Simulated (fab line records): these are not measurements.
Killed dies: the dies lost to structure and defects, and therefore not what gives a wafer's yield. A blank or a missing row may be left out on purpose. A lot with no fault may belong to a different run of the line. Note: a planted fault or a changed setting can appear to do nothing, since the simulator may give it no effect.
Which tool is to blame? + flow sky130 + 12 lots with 36 wafers sampled at 3 steps, on a route of 708 steps

== WHAT EACH GAUGE READ, for each wafer ==
SKY_FIELD_ISO_THK_MEAS_04. Usual: FIELD_ISO_CVD_03_THK 165.0 nm, standard deviation 1.3.
| lot  | measured    | on            | FIELD_ISO_CVD_03_THK (nm) | flag |
|------|-------------|---------------|---------------------------|------|
| L694 | day 1 23:27 | film_metro-04 | 164.0 162.9 162.7         |      |
| L695 | day 1 23:28 | film_metro-03 | 163.9 165.5 164.3         |      |
| L696 | day 2 02:58 | film_metro-03 | 164.5 164.9 163.4         |      |
| L697 | day 2 07:42 | film_metro-04 | 165.3 167.0 165.5         |      |
| L698 | day 2 10:33 | film_metro-02 | 166.6 166.7 166.6         |      |
| L700 | day 2 19:45 | film_metro-03 | 165.0 165.1 164.7         |      |
| L705 | day 4 02:04 | film_metro-04 | 165.7 163.2 163.7         |      |
| L708 | day 4 14:14 | film_metro-03 | 164.2 162.8 162.7         |      |
| L713 | day 5 16:05 | film_metro-03 | 163.3 164.6 163.7         |      |
| L714 | day 5 20:32 | film_metro-04 | 164.4 164.9 164.3         |      |
| L716 | day 6 06:18 | film_metro-03 | 164.0 163.1 163.1         |      |
| L717 | day 6 10:02 | film_metro-02 | 163.0 164.1 164.0         |      |

SKY_NWELL_THK_MEAS_02. Usual: NWELL_OXIDATION_THK 9.85 nm, standard deviation 0.2.
| lot  | measured    | on            | NWELL_OXIDATION_THK (nm)            | flag |
|------|-------------|---------------|-------------------------------------|------|
| L694 | day 2 20:25 | film_metro-03 | 9.39 9.61 9.69                      |      |
| L695 | day 2 21:49 | film_metro-01 | 9.78 9.64 9.98                      |      |
| L696 | day 3 00:02 | film_metro-03 | 9.91 9.73 9.82                      |      |
| L697 | day 3 06:12 | film_metro-01 | 9.92 9.98 10.22                     |      |
| L698 | day 3 10:39 | film_metro-03 | 9.88 10.04 9.94                     |      |
| L700 | day 4 02:46 | film_metro-02 | 9.50 9.52 9.54                      |      |
| L705 | day 5 00:53 | film_metro-01 | 10.90 10.82 10.84 10.82 10.81 10.87 | OFF  |
| L708 | day 5 20:11 | film_metro-01 | 10.82 10.62 10.65 10.74 10.63 10.69 | OFF  |
| L713 | day 6 15:53 | film_metro-03 | 9.66 9.82 9.98                      |      |
| L714 | day 6 21:34 | film_metro-03 | 9.79 10.09 9.90                     |      |
| L716 | day 7 08:42 | film_metro-02 | 9.95 10.06 10.22                    |      |
| L717 | day 7 13:47 | film_metro-02 | 9.84 9.66 10.05                     |      |

== WHICH TOOL RAN EACH LOT (tool, then ch and the chambers of the sampled wafers, then the start) ==
| lot  | SKY_FIELD_ISO_CMP_27         |
|------|------------------------------|
| L694 | cmp-02 ch 1,2,3, day 2 17:31 |
| L695 | cmp-01 ch 2,3, day 2 19:01   |
| L696 | cmp-01 ch 1,3, day 2 21:08   |
| L697 | cmp-02 ch 1,2,3, day 3 02:05 |
| L698 | cmp-01 ch 0,1,3, day 3 07:52 |
| L700 | cmp-02 ch 0,1,2, day 3 22:41 |
| L705 | cmp-01 ch 0,3, day 4 22:33   |
| L708 | cmp-02 ch 1,3, day 5 16:22   |
| L713 | cmp-01 ch 2,3, day 6 13:38   |
| L714 | cmp-01 ch 0,1,2, day 6 18:54 |
| L716 | cmp-02 ch 0,2,3, day 7 06:08 |
| L717 | cmp-01 ch 1,2,3, day 7 09:58 |
- SKY_FIELD_ISO_CMP_27: polishes, stops on Si3N4, t overpolish 16 s, target thk 457.8 nm.

== AS READ BY THE TOOLS THEMSELVES (means over the sampled wafers that have a number; for cases with no such wafer, the mark the record gives instead) ==
SKY_FIELD_ISO_CMP_27. Usual: head_pressure_psi 4.001 psi, standard deviation 0.0082; motor_current_A 11.9 A, standard deviation 1.4; overpolish_run_s 16.000 s, standard deviation 0.0093; time_to_endpoint_s 111 s, standard deviation 4.4.
| lot  | tool   | head_pressure_psi (psi) | motor_current_A (A) | overpolish_run_s (s) | time_to_endpoint_s (s) | flag |
|------|--------|-------------------------|---------------------|----------------------|------------------------|------|
| L694 | cmp-02 | 4.002                   | 12.5                | 16.002               | 114                    |      |
| L695 | cmp-01 | 3.997                   | 11.9                | 16.000               | 110                    |      |
| L696 | cmp-01 | 4.000                   | 12.1                | 16.000               | 110                    |      |
| L697 | cmp-02 | 3.997                   | 12.6                | 16.004               | 114                    |      |
| L698 | cmp-01 | 4.002                   | 12.1                | 16.002               | 109                    |      |
| L700 | cmp-02 | 4.004                   | 12.6                | 16.002               | 111                    |      |
| L705 | cmp-01 | 3.999                   | 13.1                | 16.003               | 107                    |      |
| L708 | cmp-02 | 4.004                   | 11.8                | 16.003               | 114                    |      |
| L713 | cmp-01 | 4.009                   | 10.5                | 15.995               | 108                    |      |
| L714 | cmp-01 | 4.003                   | 11.3                | 16.008               | 112                    |      |
| L716 | cmp-02 | 3.998                   | 11.4                | 16.002               | 113                    |      |
| L717 | cmp-01 | 4.006                   | 11.4                | 15.991               | 110                    |      |

== THE ANSWER, worked out from the rows above alone ==
Rule: lot off if the mean of its wafers having a number is beyond 3 standard deviations from the usual mean. A lot without any number at a reading at which 4 lots or more have one is off too. Any other lot the step has rows for is counted as sound. The gauges are gone through in route order, then the tools' own readings, and for those a lot's mean is taken as printed above. At the first step where some lot is off, the reading lying furthest off is the one used; lots without a number count as furthest.
Off: L705, L708, at SKY_NWELL_THK_MEAS_02 (NWELL_OXIDATION_THK).
A tool fits if, at a process step before that reading, it ran every lot that is off, and no sound lot after the first of them. Gauges at SKY_NWELL_THK_MEAS_02: tried the same way as those tools. One fits: film_metro-01 at SKY_NWELL_THK_MEAS_02. Its last sound lot is L697 (day 3 06:12), its first lot that is off L705 (day 5 00:53): a fault that began between those two fits.

== WHAT THE SIMULATOR HAD PUT IN ==
Metrology matching offset: film_metro-01, from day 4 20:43 on, at SKY_NWELL_THK_MEAS_02. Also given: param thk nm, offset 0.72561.
Lots struck among those shown: L705, L708. The rule above reached the same finding.
